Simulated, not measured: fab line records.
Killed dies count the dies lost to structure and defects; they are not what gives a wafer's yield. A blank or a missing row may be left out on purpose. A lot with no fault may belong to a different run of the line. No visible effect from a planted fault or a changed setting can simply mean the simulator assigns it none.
A single fault, viewed from 2 desks + flow sky130 + what lay behind the numbers comes last; until then each desk has only its own

## THE METROLOGY DESK
Means of the sampled wafers that have a number, per lot and without regard to the tool the lot ran on: this is what the gauges read. A lot is out of limits, marked OUT, if its mean lies more than 4 standard deviations from the usual mean; the brackets give that distance.
Columns: A = VIA2_W_RS at SKY_VIA2_RS_MEAS_22, usual 0.2749 ohm/sq; B = VIA2_W_THK at SKY_VIA2_THK_MEAS_23, usual 421 nm; C = CAPM_CVD_00_THK at SKY_CAPM_THK_MEAS_01, usual 15.45 nm; D = CAPM_TIN_RS at SKY_CAPM_RS_MEAS_03, usual 6.90 ohm/sq; E = CAPM_TIN_THK at SKY_CAPM_THK_MEAS_04, usual 194.6 nm; F = CAPM_OVL at SKY_CAPM_OVL_MEAS_12, usual 0.2 nm; G = cdNm at SKY_METAL3_CD_MEAS_13, usual 299.3 nm
| lot  | first seen here | A      | B   | C     | D    | E     | F    | G     |
|------|-----------------|--------|-----|-------|------|-------|------|-------|
| L427 | day 36 07:01    | 0.2737 | 419 | 15.69 | 6.87 | 196.1 | 0.9  | 299.1 |
| L428 | day 36 16:57    | 0.2721 | 421 | 15.42 | 6.92 | 192.4 | -0.2 | 300.6 |
| L436 | day 39 10:03    | 0.2760 | 421 | 15.29 | 6.88 | 194.9 | 1.0  | 298.1 |
| L437 | day 39 13:04    | 0.2743 | 420 | 15.93 | 6.81 | 196.8 | 0.6  | 299.8 |
| L440 | day 40 19:22    | 0.2702 | 431 | 15.42 | 6.96 | 190.9 | -0.2 | 299.7 |
| L441 | day 41 05:47    | 0.2752 | 423 | 15.58 | 6.96 | 191.2 | -0.3 | 299.0 |
This desk's finding: nothing out of limits on any of the 6 lots.

## TOOL OWNER'S DESK, pvdSputter-04
The tool's own readings at SKY_METAL3_SPUTTER_02 (material AlCu, target thk 735 nm, time 39.1 s): means of the sampled wafers that have a number, for each lot that ran on this tool. A lot is out of limits, marked OUT, if its mean lies more than 4 standard deviations from the usual mean; the brackets give that distance.
Columns: A = throttleValvePct at SKY_METAL3_SPUTTER_02, usual 30.4 %
| lot  | first seen here | A    |
|------|-----------------|------|
| L427 | day 36 07:31    | 31.7 |
| L428 | day 36 17:29    | 30.6 |
| L436 | day 39 10:34    | 31.4 |
| L437 | day 39 13:50    | 30.9 |
This desk's finding: nothing out of limits on any of the 4 lots.

## TAKEN TOGETHER
Nothing out of limits was seen by the metrology desk.
The tool owner's desk saw nothing out of limits.

## WHAT THE SIMULATOR HAD PUT IN
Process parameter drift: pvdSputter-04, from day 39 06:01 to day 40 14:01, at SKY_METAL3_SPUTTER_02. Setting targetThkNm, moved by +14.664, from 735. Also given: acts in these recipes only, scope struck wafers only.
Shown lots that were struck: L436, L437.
